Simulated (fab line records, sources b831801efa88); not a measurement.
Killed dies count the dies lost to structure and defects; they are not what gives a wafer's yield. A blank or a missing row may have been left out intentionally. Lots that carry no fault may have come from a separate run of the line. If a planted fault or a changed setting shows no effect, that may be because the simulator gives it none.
8D (eight disciplines) problem report, filled in by code	flow sky130	the parts of the form that need people (team, actions taken, sign-off) are left out

## 1. THE PROBLEM
Mean of rf_fwd_power_W at SKY_POLY_GATE_ETCH_17: 462.4 W across 6 wafers in 2 lots; on wafers with no fault it is 397.1 W (standard deviation 1.7). Measured from the usual mean, that is +38 standard deviations.
The step: etches poly-Si in HBr/Cl2, stops on SiO2, target depth 180 nm, time 70.5 s.
First seen on wafer L424.3, day 22 03:25, on rie_si-02. Wafers with a number at this step in the record: 18, from 6 lots. Rule for "out" (also "out of limits"): further than 4 standard deviations from the usual mean. The rest of the wafers with a number are treated as sound.

## 2. WHAT IT IS, AND WHAT IT ISN'T
question	is	is not
which readings at this step	rf_fwd_power_W	drypump_motor_current_A, throttle_valve_pct
which lots	L424, L426	L411, L423, L427, L429
which wafers of those lots	all that have a number	-
read on which tools	rie_si-02	rie_si-01
when	from day 22 03:25	up to then (6 sound wafers); but 6 sound wafers of L427, L429 came after

## 3. WHAT RULES OUT EACH SUSPECT
Counting: a tool at a process step up to the reading stays a suspect if it ran every lot that is out and no sound lot after the first of them.
- rie_si-02 at SKY_POLY_GATE_ETCH_17 (etches poly-Si in HBr/Cl2, stops on SiO2, target depth 180 nm, time 70.5 s): kept. It processed each lot that is out, first L424 at day 22 03:25, and no sound lot thereafter; up to then, the last sound lot it processed was L411 at day 17 17:55. Its own rf_fwd_power_W readings are out on those wafers.
The count leaves rie_si-02 at SKY_POLY_GATE_ETCH_17.

## 4. THE CAUSE (what the simulator had put in)
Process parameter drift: rie_si-02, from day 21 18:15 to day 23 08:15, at SKY_POLY_GATE_ETCH_17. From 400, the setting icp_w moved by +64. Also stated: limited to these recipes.
This tool alone remained once counting was done.

## 5. SEQUENCE OF EFFECTS, ordered by route
One row per reading whose mean, taken over the struck wafers that have a number, lies over 3 standard deviations from the usual. Readings are gone through only where the record gives a usual standard deviation; hours: the median, over the lots, of the time from a lot's start at the first step in this table giving one to that lot's start at this step; sigmas: the change measured in usual standard deviations.
hours	step	reading	usual	on struck wafers	change	sigmas
0	SKY_POLY_GATE_ETCH_17	rf_fwd_power_W	397.1 W	462.4	+65.3	+38
It contains these process steps:
- SKY_POLY_GATE_ETCH_17: etches poly-Si in HBr/Cl2, stops on SiO2, target depth 180 nm, time 70.5 s.

## 6. WHAT WOULD HAVE CAUGHT IT SOONER
In this record no reading fell out of limits until day 22 03:25, 9 hours after the fault had begun at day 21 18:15.
